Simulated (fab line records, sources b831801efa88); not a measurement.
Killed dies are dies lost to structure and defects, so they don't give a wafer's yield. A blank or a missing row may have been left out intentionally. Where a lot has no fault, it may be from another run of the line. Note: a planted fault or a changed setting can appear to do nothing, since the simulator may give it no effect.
Which of the tools did it? -- flow sky130 -- 36 wafers from 12 lots sampled at 5 of the route's 708 steps

WHAT EACH GAUGE READ, for each wafer
SKY_NWELL_OVL_MEAS_10. Usual: for NWELL_00_OVL the level is -0.3 nm and the standard deviation is 1.4.
lot,measured,on,NWELL_00_OVL (nm),flag
L877,day 4 14:05,overlay-02,1.5 0.5 0.2,
L881,day 5 14:17,overlay-01,-2.4 -2.6 -3.4,
L883,day 5 23:29,overlay-02,-2.3 -2.0 -2.6,
L884,day 6 06:11,overlay-01,0.1 -0.7 -1.5,
L886,day 6 19:06,overlay-01,-1.3 -3.0 -1.3,
L891,day 8 00:26,overlay-01,-0.3 -0.8 -1.7,
L892,day 8 07:21,overlay-01,-1.4 -0.5 0.3,
L898,day 9 15:44,overlay-02,-0.5 -0.6 -0.3,
L899,day 9 21:59,overlay-02,0.2 0.7 2.4,
L900,day 10 11:32,overlay-02,1.0 -0.1 -0.3,

SKY_NWELL_OVL_MEAS_23. Usual: for NWELL_01_OVL the level is -0.2 nm and the standard deviation is 1.2.
lot,measured,on,NWELL_01_OVL (nm),flag
L877,day 5 08:06,overlay-01,-1.8 -2.2 -2.1,
L881,day 6 09:11,overlay-02,-2.8 -2.1 -2.2,
L883,day 6 18:14,overlay-02,0.1 0.4 1.3,
L884,day 7 01:56,overlay-02,-1.0 -1.0 0.1,
L886,day 7 15:32,overlay-01,1.2 0.6 0.4,
L891,day 8 22:02,overlay-01,-0.1 -0.9 -0.8,
L892,day 9 04:50,overlay-01,-1.4 0.6 1.2,
L898,day 10 14:18,overlay-01,0.6 -0.3 1.0,
L899,day 10 19:26,overlay-02,0.2 -0.3 0.0,
L900,day 11 10:17,overlay-01,-0.1 -0.2 -1.2,

SKY_VT_ADJUST_NCORE_CD_MEAS_07: target cd 380 nm. Usual: cd nm 380.3 nm, standard deviation 2.3.
lot,measured,on,cd nm (nm),flag
L877,day 8 14:45,cd sem-01,379.0 378.7 378.8,
L881,day 9 21:29,cd sem-02,381.7 379.2 380.3,
L883,day 10 10:50,cd sem-01,381.4 380.1 383.2,
L884,day 10 16:08,cd sem-02,377.8 379.4 375.4,
L886,day 11 08:00,cd sem-01,384.3 381.5 382.7,
L891,day 12 18:53,cd sem-01,383.8 382.4 383.7,
L892,day 13 02:17,cd sem-01,380.8 379.4 378.3,
L898,day 14 18:30,cd sem-01,381.2 379.3 378.9,
L899,day 15 00:25,cd sem-02,382.2 379.4 379.3,
L900,day 15 18:23,cd sem-01,379.0 376.1 377.4,

WHAT TOOL EACH LOT RAN ON (gives the tool, then ch and the chambers of the sampled wafers, and finally the start)
lot,SKY_FIELD_ISO_ETCH_15,SKY_FIELD_ISO_STRIP_16
L877,"rie diel-02 ch 0,1,3, day 2 06:36","plasma asher-03 ch 0,1, day 2 06:39"
L881,"rie diel-01 ch 0,3, day 3 02:54","plasma asher-02 ch 0, day 3 02:58"
L883,"rie diel-03 ch 1,2,3, day 3 12:06","plasma asher-02 ch 0,1, day 3 12:09"
L884,"rie diel-02 ch 1,2, day 3 17:19","plasma asher-04 ch 0,1, day 3 17:25"
L886,"rie diel-03 ch 1,2, day 4 04:12","plasma asher-02 ch 0,1, day 4 04:15"
L888,"rie diel-01 ch 0,1,2, day 4 14:30","plasma asher-03 ch 0,1, day 4 14:34"
L889,"rie diel-01 ch 0,1,2, day 4 19:06","plasma asher-04 ch 0,1, day 4 19:09"
L891,"rie diel-01 ch 1,2,3, day 5 07:27","plasma asher-02 ch 0,1, day 5 07:30"
L892,"rie diel-01 ch 0,2,3, day 5 13:48","plasma asher-02 ch 0,1, day 5 13:51"
L898,"rie diel-01 ch 0,1,3, day 6 20:18","plasma asher-03 ch 1, day 6 20:22"
L899,"rie diel-01 ch 0,2,3, day 6 22:42","plasma asher-03 ch 0,1, day 6 22:46"
L900,"rie diel-03 ch 0,1,3, day 7 06:50","plasma asher-03 ch 0,1, day 7 06:54"
- SKY_FIELD_ISO_ETCH_15: etches the open film in CHF3/O2, stops on Si, target depth 180 nm, time 72 s.
- SKY_FIELD_ISO_STRIP_16: strips in O2/N2.

AS READ BY THE TOOLS THEMSELVES (means over the sampled wafers that have a number; for cases with no such wafer, the mark the record gives instead)
SKY_FIELD_ISO_ETCH_15. Usual: O2_flow_sccm 4.999 sccm, standard deviation 0.014; bias w 200.0 W, standard deviation 0.57; drypump motor current A 5.8 A, standard deviation 0.31; oes product au 0.945 a.u., standard deviation 0.0069; throttle valve pct 8.844 %, standard deviation 0.0094.
lot,tool,O2_flow_sccm (sccm),bias w (W),drypump motor current A (A),oes product au (a.u.),throttle valve pct (%),flag
L877,rie diel-02,5.001,200.4,5.6,0.942,8.849,
L881,rie diel-01,4.993,199.9,5.9,0.942,8.840,
L883,rie diel-03,4.994,200.0,5.7,0.943,8.845,
L884,rie diel-02,4.997,199.9,5.4,0.939,8.841,
L886,rie diel-03,4.988,200.0,5.6,0.958,8.850,
L888,rie diel-01,-,-,-,-,-,OFF
L889,rie diel-01,-,-,-,-,-,OFF
L891,rie diel-01,4.994,199.3,6.0,0.941,8.845,
L892,rie diel-01,5.012,200.4,5.8,0.949,8.849,
L898,rie diel-01,4.991,199.9,5.9,0.943,8.852,
L899,rie diel-01,5.001,200.0,5.8,0.956,8.853,
L900,rie diel-03,4.987,200.2,6.0,0.948,8.848,

SKY_FIELD_ISO_STRIP_16. Usual: drypump motor current A 5.7 A, standard deviation 0.54; oes product au 0.377 a.u., standard deviation 0.0048; strip time to endpoint s 3.54 s, standard deviation 0.033.
lot,tool,drypump motor current A (A),oes product au (a.u.),strip time to endpoint s (s),flag
L877,plasma asher-03,5.6,0.376,3.52,
L881,plasma asher-02,6.6,0.374,3.50,
L883,plasma asher-02,6.2,0.379,3.54,
L884,plasma asher-04,5.2,0.378,3.55,
L886,plasma asher-02,6.4,0.380,3.60,
L888,plasma asher-03,5.6,0.447,5.19,OFF
L889,plasma asher-04,5.1,0.447,5.22,OFF
L891,plasma asher-02,6.4,0.380,3.55,
L892,plasma asher-02,6.4,0.378,3.54,
L898,plasma asher-03,5.5,0.376,3.53,
L899,plasma asher-03,5.5,0.375,3.52,
L900,plasma asher-03,5.5,0.377,3.57,

THE ANSWER, worked out from the rows above alone
Rule: lot off if the mean of its wafers having a number is beyond 3 standard deviations from the usual mean. Also off: a lot with no number at a reading for which 4 or more lots have one. The other lots that the step has rows for count as sound. The gauges are gone through in route order, then the tools' own readings, and for those a lot's mean is taken as printed above. At the first step where some lot is off, the reading lying furthest off is the one used; lots without a number count as furthest.
Off: L888, L889, at SKY_FIELD_ISO_ETCH_15 (O2_flow_sccm). Without a number there: L888, L889.
If a tool, at that step or one of the process steps before it, ran each lot that is off and ran no sound lot following the first of them, it fits. No candidate that was tried fits.

WHAT HAD BEEN PUT IN BY THE SIMULATOR
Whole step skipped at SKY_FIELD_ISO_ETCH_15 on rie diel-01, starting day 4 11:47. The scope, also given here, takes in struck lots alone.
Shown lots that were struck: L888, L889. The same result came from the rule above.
